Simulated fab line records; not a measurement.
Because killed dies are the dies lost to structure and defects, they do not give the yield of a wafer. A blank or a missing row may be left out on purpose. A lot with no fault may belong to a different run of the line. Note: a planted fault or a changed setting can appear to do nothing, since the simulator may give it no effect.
fab line records | flow gf180mcu
record lots=15 | wafers=45 | lastDay=34
route steps=602 shown VT_IMPLANT@111 POLY_GATE@158 HV_LDD@197 NSD@247
lots that met no fault: from a run of the same line without faults
startH: hours from the record's first day to the start of the lot's first wafer shown | waitH: hours since the lot's step before | " as in the row above | L1.1+2: one row covering several wafers at once | - no value, or no start was given | * or withheld: withheld | < > ~ a bound
route shown NAME@n: a module of which the file shows steps, and the number in the route of the first | usual: mean/standard deviation of fault-free wafers | same: alike in all rows | chamber/n: place in a boat | sites: each site's reading | _std_site: the values' standard deviation | _edge_site: inner sites' mean taken away from outer sites' mean | radiusMm: for every site, how far away it sits from the centre of the wafer | mask NAME#n: copy n | behind: the last tool/chamber to shape the wafer | hold: why the lot went on hold/how many hours it stayed there/how the hold came to an end | device: transistor that didn't switch, given as n, p or np | end of line: tests of these same wafers at the route's end | where a step has no rows: the recipe by itself | killed: the dies lost at the first sort to structure and to defects; this is not the yield of the wafer | map: the dies of a wafer, with x for killed, . for not killed, _ for no die there
set.NAME: the setting as run; set.NAME@STEP: as run at that earlier step | model.NAME: the simulator's own value behind a step, which no gauge read
one table for each step of the route and one row for each wafer, over a sample of lots
services: the hour from which a tool's chamber was out of use, counted from the record's first day as startH (under 0 if before that day), plus the number of hours and why
## steps
# step GF_VT_IMPLANT_TW_MEAS_21
# usual VT_IMPLANT_2_TW=1220/15
lot.wafer | tool         | chamber | startH | waitH | VT_IMPLANT_2_TW
L197.2    | filmMetro-01 | -       | 137.95 | 0.1   | 1201
L197.5    | "            | -       | "      | "     | 1203
L197.6    | "            | -       | "      | "     | 1200
L198.2    | filmMetro-02 | -       | 138.51 | 0.1   | 1215
L198.4    | "            | -       | "      | "     | 1212
L198.6    | "            | -       | "      | "     | 1223
L199.2    | filmMetro-02 | -       | 144.41 | 0.1   | 1214
L199.3    | "            | -       | "      | "     | 1207
L199.6    | "            | -       | "      | "     | 1210
L200.1    | filmMetro-02 | -       | 154.15 | 0.1   | 1220
L200.3    | "            | -       | "      | "     | 1212
L200.4    | "            | -       | "      | "     | 1211
L201.1    | filmMetro-02 | -       | 157.84 | 0.1   | 1207
L201.3    | "            | -       | "      | "     | 1212
L201.5    | "            | -       | "      | "     | 1217
L202.1    | filmMetro-04 | -       | 157.95 | 0.1   | 1235
L202.2    | "            | -       | "      | "     | 1230
L202.5    | "            | -       | "      | "     | 1233
L205.3    | filmMetro-01 | -       | 179.23 | 0.1   | 1207
L205.4    | "            | -       | "      | "     | 1208
L205.6    | "            | -       | "      | "     | 1208
L206.2    | filmMetro-01 | -       | 184.82 | 0.1   | 1203
L206.3    | "            | -       | "      | "     | 1209
L206.6    | "            | -       | "      | "     | 1212
L207.1    | filmMetro-01 | -       | 189.25 | 0.1   | 1215
L207.2    | "            | -       | "      | "     | 1202
L207.3    | "            | -       | "      | "     | 1205
L211.2    | filmMetro-04 | -       | 214.22 | 0.1   | 1236
L211.5    | "            | -       | "      | "     | 1230
L211.6    | "            | -       | "      | "     | 1239
L212.1    | filmMetro-04 | -       | 220.84 | 0.1   | 1243
L212.5    | "            | -       | "      | "     | 1239
L212.6    | "            | -       | "      | "     | 1240
L216.1    | filmMetro-04 | -       | 243.79 | 0.1   | 1231
L216.3    | "            | -       | "      | "     | 1239
L216.5    | "            | -       | "      | "     | 1233
L218.1    | filmMetro-01 | -       | 258.26 | 0.1   | 1197
L218.2    | "            | -       | "      | "     | 1193
L218.3    | "            | -       | "      | "     | 1202
L219.1    | filmMetro-01 | -       | 264.81 | 0.1   | 1200
L219.2    | "            | -       | "      | "     | 1208
L219.5    | "            | -       | "      | "     | 1196
L220.2    | filmMetro-04 | -       | 271.00 | 0.1   | 1237
L220.3    | "            | -       | "      | "     | 1230
L220.5    | "            | -       | "      | "     | 1228
# step GF_POLY_GATE_THK_MEAS_01
# recipe reads=poly-Si_of_POLY_GATE_CVD_00
# usual POLY_GATE_CVD_00_THK=199.9/1.8
lot.wafer | tool         | chamber | startH | waitH | POLY_GATE_CVD_00_THK[nm]
L197.2    | filmMetro-04 | -       | 192.11 | 0.0   | 200.2
L197.5    | "            | -       | "      | "     | 200.7
L197.6    | "            | -       | "      | "     | 197.2
L198.2    | filmMetro-02 | -       | 195.08 | 0.0   | 201.0
L198.4    | "            | -       | "      | "     | 201.1
L198.6    | "            | -       | "      | "     | 200.8
L199.2    | filmMetro-02 | -       | 204.08 | 0.0   | 198.0
L199.3    | "            | -       | "      | "     | 196.8
L199.6    | "            | -       | "      | "     | 197.2
L200.1    | filmMetro-03 | -       | 210.55 | 0.0   | 200.0
L200.3    | "            | -       | "      | "     | 200.8
L200.4    | "            | -       | "      | "     | 199.1
L201.1    | filmMetro-04 | -       | 214.43 | 0.0   | 200.0
L201.3    | "            | -       | "      | "     | 199.8
L201.5    | "            | -       | "      | "     | 201.0
L202.1    | filmMetro-03 | -       | 215.98 | 0.0   | 202.6
L202.2    | "            | -       | "      | "     | 201.6
L202.5    | "            | -       | "      | "     | 201.5
L205.3    | filmMetro-03 | -       | 236.91 | 0.0   | 202.0
L205.4    | "            | -       | "      | "     | 203.1
L205.6    | "            | -       | "      | "     | 200.9
L206.2    | filmMetro-03 | -       | 245.94 | 0.0   | 201.2
L206.3    | "            | -       | "      | "     | 201.0
L206.6    | "            | -       | "      | "     | 199.7
L207.1    | filmMetro-04 | -       | 246.89 | 0.0   | 198.6
L207.2    | "            | -       | "      | "     | 201.5
L207.3    | "            | -       | "      | "     | 199.5
L211.2    | filmMetro-04 | -       | 273.79 | 0.1   | 203.5
L211.5    | "            | -       | "      | "     | 203.0
L211.6    | "            | -       | "      | "     | 202.6
L212.1    | filmMetro-03 | -       | 287.62 | 0.0   | 198.7
L212.5    | "            | -       | "      | "     | 199.7
L212.6    | "            | -       | "      | "     | 199.5
L216.1    | filmMetro-02 | -       | 315.67 | 0.0   | 197.0
L216.3    | "            | -       | "      | "     | 197.1
L216.5    | "            | -       | "      | "     | 198.8
L218.1    | filmMetro-02 | -       | 322.93 | 0.0   | 198.9
L218.2    | "            | -       | "      | "     | 199.9
L218.3    | "            | -       | "      | "     | 200.9
L219.1    | filmMetro-04 | -       | 330.25 | 0.0   | 203.8
L219.2    | "            | -       | "      | "     | 204.0
L219.5    | "            | -       | "      | "     | 203.8
L220.2    | filmMetro-03 | -       | 342.28 | 0.0   | 199.0
L220.3    | "            | -       | "      | "     | 200.1
L220.5    | "            | -       | "      | "     | 200.2
# step GF_HV_LDD_IMPLANT_21
# recipe species=BF2 | energyKev=25 | doseCm2=5e+13 | tiltDeg=7
lot.wafer  | tool         | chamber | startH | waitH
L197.2+5+6 | implanter-03 | 0       | 247.39 | 0.0
L198.2+4+6 | implanter-04 | 0       | 248.64 | 0.0
L199.2+3+6 | implanter-03 | 0       | 260.06 | 0.0
L200.1+3+4 | implanter-04 | 0       | 270.56 | 0.0
L201.1+3+5 | implanter-03 | 0       | 270.92 | 0.0
L202.1+2+5 | implanter-04 | 0       | 272.72 | 0.0
L205.3+4+6 | implanter-02 | 0       | 296.19 | 0.1
L206.2+3+6 | implanter-04 | 0       | 305.19 | 0.0
L207.1+2+3 | implanter-03 | 0       | 306.04 | 0.0
L207.1+2+3 | implanter-03 | 0       | 306.35 | 0.3
L211.2+5+6 | implanter-03 | 0       | 338.14 | 0.0
L211.2+5+6 | implanter-03 | 0       | 338.46 | 0.3
L212.1+5+6 | implanter-02 | 0       | 350.44 | 0.0
L212.1+5+6 | implanter-02 | 0       | 350.75 | 0.3
L216.1+3+5 | implanter-02 | 0       | 385.03 | 0.0
L218.1+2+3 | implanter-03 | 0       | 391.72 | 0.0
L219.1+2+5 | implanter-03 | 0       | 398.82 | 0.0
L220.2+3+5 | implanter-04 | 0       | 409.41 | 0.0
# step GF_HV_LDD_TW_MEAS_23
# usual HV_LDD_2_TW=1048/8.3
lot.wafer | tool         | chamber | startH | waitH | HV_LDD_2_TW
L197.2    | filmMetro-01 | -       | 247.62 | 0.1   | 1037
L197.5    | "            | -       | "      | "     | 1040
L197.6    | "            | -       | "      | "     | 1041
L198.2    | filmMetro-01 | -       | 248.87 | 0.1   | 1038
L198.4    | "            | -       | "      | "     | 1044
L198.6    | "            | -       | "      | "     | 1043
L199.2    | filmMetro-01 | -       | 260.30 | 0.1   | 1049
L199.3    | "            | -       | "      | "     | 1048
L199.6    | "            | -       | "      | "     | 1042
L200.1    | filmMetro-03 | -       | 270.81 | 0.1   | 1045
L200.3    | "            | -       | "      | "     | 1037
L200.4    | "            | -       | "      | "     | 1047
L201.1    | filmMetro-01 | -       | 271.17 | 0.1   | 1046
L201.3    | "            | -       | "      | "     | 1042
L201.5    | "            | -       | "      | "     | 1042
L202.1    | filmMetro-03 | -       | 272.97 | 0.1   | 1042
L202.2    | "            | -       | "      | "     | 1039
L202.5    | "            | -       | "      | "     | 1038
L205.3    | filmMetro-01 | -       | 296.41 | 0.1   | 1041
L205.4    | "            | -       | "      | "     | 1039
L205.6    | "            | -       | "      | "     | 1040
L206.2    | filmMetro-02 | -       | 305.43 | 0.1   | 1056
L206.3    | "            | -       | "      | "     | 1058
L206.6    | "            | -       | "      | "     | 1051
L207.1    | filmMetro-02 | -       | 306.60 | 0.1   | 1313
L207.2    | "            | -       | "      | "     | 1314
L207.3    | "            | -       | "      | "     | 1315
L211.2    | filmMetro-01 | -       | 338.70 | 0.1   | 1302
L211.5    | "            | -       | "      | "     | 1307
L211.6    | "            | -       | "      | "     | 1303
L212.1    | filmMetro-02 | -       | 351.00 | 0.1   | 1308
L212.5    | "            | -       | "      | "     | 1309
L212.6    | "            | -       | "      | "     | 1315
L216.1    | filmMetro-02 | -       | 385.28 | 0.1   | 1061
L216.3    | "            | -       | "      | "     | 1054
L216.5    | "            | -       | "      | "     | 1063
L218.1    | filmMetro-01 | -       | 391.97 | 0.1   | 1050
L218.2    | "            | -       | "      | "     | 1046
L218.3    | "            | -       | "      | "     | 1045
L219.1    | filmMetro-03 | -       | 399.07 | 0.1   | 1050
L219.2    | "            | -       | "      | "     | 1053
L219.5    | "            | -       | "      | "     | 1051
L220.2    | filmMetro-02 | -       | 409.64 | 0.1   | 1052
L220.3    | "            | -       | "      | "     | 1063
L220.5    | "            | -       | "      | "     | 1056
# step GF_NSD_TW_MEAS_12
# usual NSD_TW=4261/35
lot.wafer | tool         | chamber | startH | waitH | NSD_TW
L197.2    | filmMetro-02 | -       | 311.02 | 0.1   | 4250
L197.5    | "            | -       | "      | "     | 4264
L197.6    | "            | -       | "      | "     | 4245
L198.2    | filmMetro-04 | -       | 313.09 | 0.1   | 4324
L198.4    | "            | -       | "      | "     | 4327
L198.6    | "            | -       | "      | "     | 4314
L199.2    | filmMetro-02 | -       | 322.83 | 0.1   | 4263
L199.3    | "            | -       | "      | "     | 4211
L199.6    | "            | -       | "      | "     | 4254
L200.1    | filmMetro-04 | -       | 333.51 | 0.1   | 4310
L200.3    | "            | -       | "      | "     | 4293
L200.4    | "            | -       | "      | "     | 4296
L201.1    | filmMetro-02 | -       | 334.33 | 0.1   | 4261
L201.3    | "            | -       | "      | "     | 4239
L201.5    | "            | -       | "      | "     | 4239
L202.1    | filmMetro-02 | -       | 338.82 | 0.1   | 4226
L202.2    | "            | -       | "      | "     | 4217
L202.5    | "            | -       | "      | "     | 4239
L205.3    | filmMetro-02 | -       | 363.73 | 0.1   | 4244
L205.4    | "            | -       | "      | "     | 4264
L205.6    | "            | -       | "      | "     | 4245
L206.2    | filmMetro-02 | -       | 372.43 | 0.1   | 4298
L206.3    | "            | -       | "      | "     | 4259
L206.6    | "            | -       | "      | "     | 4280
L207.1    | filmMetro-04 | -       | 373.78 | 0.1   | 4306
L207.2    | "            | -       | "      | "     | 4300
L207.3    | "            | -       | "      | "     | 4301
L211.2    | filmMetro-02 | -       | 408.94 | 0.1   | 4251
L211.5    | "            | -       | "      | "     | 4223
L211.6    | "            | -       | "      | "     | 4249
L212.1    | filmMetro-02 | -       | 422.31 | 0.1   | 4254
L212.5    | "            | -       | "      | "     | 4243
L212.6    | "            | -       | "      | "     | 4255
L216.1    | filmMetro-04 | -       | 460.47 | 0.1   | 4274
L216.3    | "            | -       | "      | "     | 4254
L216.5    | "            | -       | "      | "     | 4264
L218.1    | filmMetro-02 | -       | 467.96 | 0.1   | 4276
L218.2    | "            | -       | "      | "     | 4257
L218.3    | "            | -       | "      | "     | 4258
L219.1    | filmMetro-04 | -       | 475.62 | 0.1   | 4299
L219.2    | "            | -       | "      | "     | 4295
L219.5    | "            | -       | "      | "     | 4284
L220.2    | filmMetro-04 | -       | 486.42 | 0.1   | 4281
L220.3    | "            | -       | "      | "     | 4297
L220.5    | "            | -       | "      | "     | 4297
## services
tool         | chamber | startH | hours | kind
implanter-03 | -       | 251.35 | 0.7   | repair
implanter-04 | -       | 262.99 | 0.5   | repair
implanter-04 | -       | 266.42 | 3.2   | pm
implanter-03 | -       | 276.29 | 1.7   | repair
implanter-03 | -       | 302.84 | 3.1   | repair
implanter-04 | -       | 307.95 | 91.4  | repair
implanter-03 | -       | 315.61 | 2.8   | repair
implanter-04 | -       | 340.88 | 2.8   | repair
implanter-02 | -       | 393.68 | 2.1   | repair
implanter-02 | -       | 396.69 | 3.0   | pm
implanter-04 | -       | 397.08 | 0.9   | repair
implanter-04 | -       | 399.54 | 6.1   | pm
## key
firstSign step=GF_HV_LDD_IMPLANT_21 | reading=visit | direction=added
effect step=GF_HV_LDD_TW_MEAS_23 | reading=HV_LDD_2_TW | direction=up | sigmas=32 | usual=1048 | struck=1310
metAt GF_HV_LDD_IMPLANT_21
struckLots L207,L211,L212
testerLeftOut L207,L211,L212
notActingAt GF_VT_IMPLANT_TW_MEAS_21,GF_POLY_GATE_THK_MEAS_01,GF_NSD_TW_MEAS_12
fault kind=repeatedStepWhole | tool=implanter-02,implanter-03,implanter-04 | chamber=- | onsetH=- | steps=GF_HV_LDD_IMPLANT_21 | times=1 | scope=struckLotsOnly
# testerLeftOut: of these lots the tester's yield and bins aren't shown, on N5 and GAA mostly nor the transistor test; their killed dies are dies lost to structure and defects alone, not to doping, threshold or leakage, so they don't give the yield
